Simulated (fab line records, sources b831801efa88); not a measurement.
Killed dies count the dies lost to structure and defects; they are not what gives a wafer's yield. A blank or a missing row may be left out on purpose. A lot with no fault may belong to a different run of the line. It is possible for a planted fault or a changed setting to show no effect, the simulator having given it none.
A lot that was struck, set against a sound lot ; flow sky130 ; 35 out of 708 route steps
Sound: wafers L727.1, L727.2, L727.6. Struck: wafers L730.1, L730.5, L730.6. The cause is named last.
Per side, at each step with rows, come the tool, then ch with its chambers, and then its first start. Under that, the readings that differ: sound wafers ; struck wafers ; difference of the means ; sigmas: that difference in standard deviations of wafers without a fault.
alike: words and numbers the same on both sides, and readings whose means are apart by under 2 such deviations; not compared: readings that were withheld, readings missing a value for some wafer, numbers with overlapping values and no deviation given by the record, and bounds like >300 which may hide the same value.
A row with sigmas, a row that says differs or no value, or rows on one side alone: a step with any of these is where the two part. Numbers that have no deviation but don't overlap get no sigmas and don't part them. Lack of a reading on every wafer of one side parts them only where that side has two or more wafers.

first, 9 steps without rows for these wafers: SKY_METAL3_DESCUM_15 (chemistry O2, time 8 s); SKY_METAL3_ETCH_16 (etches BARC in N2/H2, stops on SiO2, time 88.2 s, target depth 60 nm); SKY_METAL3_ETCH_17 (etches SiO2 in C4F8/O2/Ar, stops on TiN, time 3.9 s, target depth 15 nm); SKY_METAL3_METAL_ETCH_18 (etches the open film in Cl2/BCl3, stops on SiO2, target depth 845 nm, time 183.1 s); SKY_METAL3_STRIP_19 (strips in O2/N2); SKY_METAL3_STRIP_20 (strips in post etch residue remover, time 1200 s); SKY_METAL3_CLEAN_21 (cleans in IPA, time 180 s); SKY_METAL3_CLEAN_22 (cleans in O3/DIW); SKY_VIA3_HDPCVD_00 (deposits SiO2, target thk 1635 nm, time 272.5 s).
SKY_VIA3_CMP_02: polishes SiO2.
  sound on cmp-01 ch 0,3, day 41 08:26; struck on cmp-01 ch 0,3, day 42 13:38
reading;sound;struck;difference;sigmas
model.SiO2_of_VIA3_HDPCVD_00.thkNm (nm);463.5 465 464.4;873.1 870 875.8;+408.7;
  alike: motorCurrentA
then, 9 steps without rows for these wafers: SKY_VIA3_DEHYDRATE_04 (time 60 s); SKY_VIA3_HMDS_05 (prime time 60 s); SKY_VIA3_COAT_06 (resist thk 60 nm); SKY_VIA3_COAT_07 (resist thk 450 nm); SKY_VIA3_SOFTBAKE_08 (time 90 s); SKY_VIA3_EXPOSE_09 (exposes mask VIM3, target cd 200 nm); SKY_VIA3_PEB_10; SKY_VIA3_DEVELOP_11 (develop time 60 s); SKY_VIA3_ETCH_14 (etches BARC in N2/H2, stops on SiO2, time 45.9 s, target depth 60 nm).
SKY_VIA3_ETCH_15: etches SiO2 in C4F8/O2/Ar, stops on TiN, target depth 507 nm, time 78 s.
  sound on rieDiel-04 ch 0,1,3, day 42 09:01; struck on rieDiel-04 ch 2,3, day 43 13:01
reading;sound;struck;difference;sigmas
oesProductAu (a.u.);0.946 0.951 0.947;0.976 0.990 0.981;+0.034;+6
model.VIA3.featureDepthNm (nm);463.5 465 464.4;490.9 492.3 494.5;+28.3;
model.etch.depthNm (nm);463.5 465 464.4;490.9 492.3 494.5;+28.3;
  not compared: rfHoursCounterH
then, 13 steps without rows for these wafers: SKY_VIA3_STRIP_16 (strips in O2/N2); SKY_VIA3_STRIP_17 (strips in post etch residue remover, time 1200 s); SKY_VIA3_CLEAN_18 (cleans in IPA, time 180 s); SKY_VIA3_CLEAN_19 (cleans in O3/DIW); SKY_VIA3_SPUTTER_20 (material TiN, target thk 20 nm, time 80 s); SKY_VIA3_CVD_21 (deposits W, target thk 390 nm, time 117.31 s); SKY_VIA3_CMP_24 (polishes, stops on SiO2, t overpolish 20 s, target thk 0 nm); SKY_METAL4_SPUTTER_00 (material Ti, target thk 15 nm, time 10 s); SKY_METAL4_SPUTTER_01 (material TiN, target thk 20 nm, time 16.7 s); SKY_METAL4_SPUTTER_02 (material AlCu, target thk 735 nm, time 39.1 s); SKY_METAL4_SPUTTER_03 (material Ti, target thk 5 nm, time 3.3 s); SKY_METAL4_SPUTTER_04 (material TiN, target thk 70 nm, time 58.3 s); SKY_CAP2M_CVD_00 (deposits SiO2, target thk 15.5 nm).
SKY_METAL4_METAL_ETCH_18: etches the open film in Cl2/BCl3, stops on SiO2, target depth 845 nm, time 183.1 s.
  sound on rieMetal-03 ch 0,1, day 44 08:54; struck on rieMetal-02 ch 0,1, day 45 11:48
reading;sound;struck;difference;sigmas
model.SiO2_of_VIA3_HDPCVD_00.thkNm (nm);433.1 434.8 433.9;842.7 839.5 846.3;+408.9;
  alike: drypumpMotorCurrentA, heBacksideLeakSccm, oesProductAu, throttleValvePct
  not compared: rfHoursCounterH
-- the record jumps here: 4 days lie between the struck wafers' starts before and after (it left off in module METAL4 and takes up again in module PAD_OPEN, whose first step shown is number 708 of the route) --
SKY_PAD_OPEN_PROBE_99:
  sound on prober-01 at day 48 02:21; struck on prober-02 at day 49 02:12
reading;sound;struck;difference;sigmas
model.etest.tester.sortNPass;395 413 413;0 0 0;-407;
model.etest.tester.sortYieldPct (%);80.28 83.94 83.94;0 0 0;-83;
model.etest.tester.sort_bin_5_pct (%);11.18 9.35 7.927;91.3 90.15 90.2;+81.1;
model.etest.tester.sort_bin_3_pct (%);0.4065 1.423 1.016;4.021 3.752 3.499;+2.809;
model.etest.met4Comb.leakLog10AUm;-11.96 -11.93 -12.14;-9.757 -10.05 -10.24;+1.994;
model.etest.liComb.underFloor;0 0 0;1 1 1;+1;
model.etest.diodeNdiffPwell.underFloor;0 0 0;1 1 1;+1;
model.etest.diodePdiffFingers.underFloor;0 0 0;1 1 1;+1;
  alike: defectLimitedYield, killed_at_M0_to_M3, killed_at_M4_up, killedAtContacts, killedAtFrontEnd, killedAtOther, killedDies, killedOpen, killedShort

== WHERE THEY PART ==
Only at SKY_VIA3_ETCH_15, within this record. Later steps at which nothing parts them and some readings are alike: SKY_METAL4_METAL_ETCH_18, SKY_PAD_OPEN_PROBE_99.

WHY: whatever the simulator had introduced
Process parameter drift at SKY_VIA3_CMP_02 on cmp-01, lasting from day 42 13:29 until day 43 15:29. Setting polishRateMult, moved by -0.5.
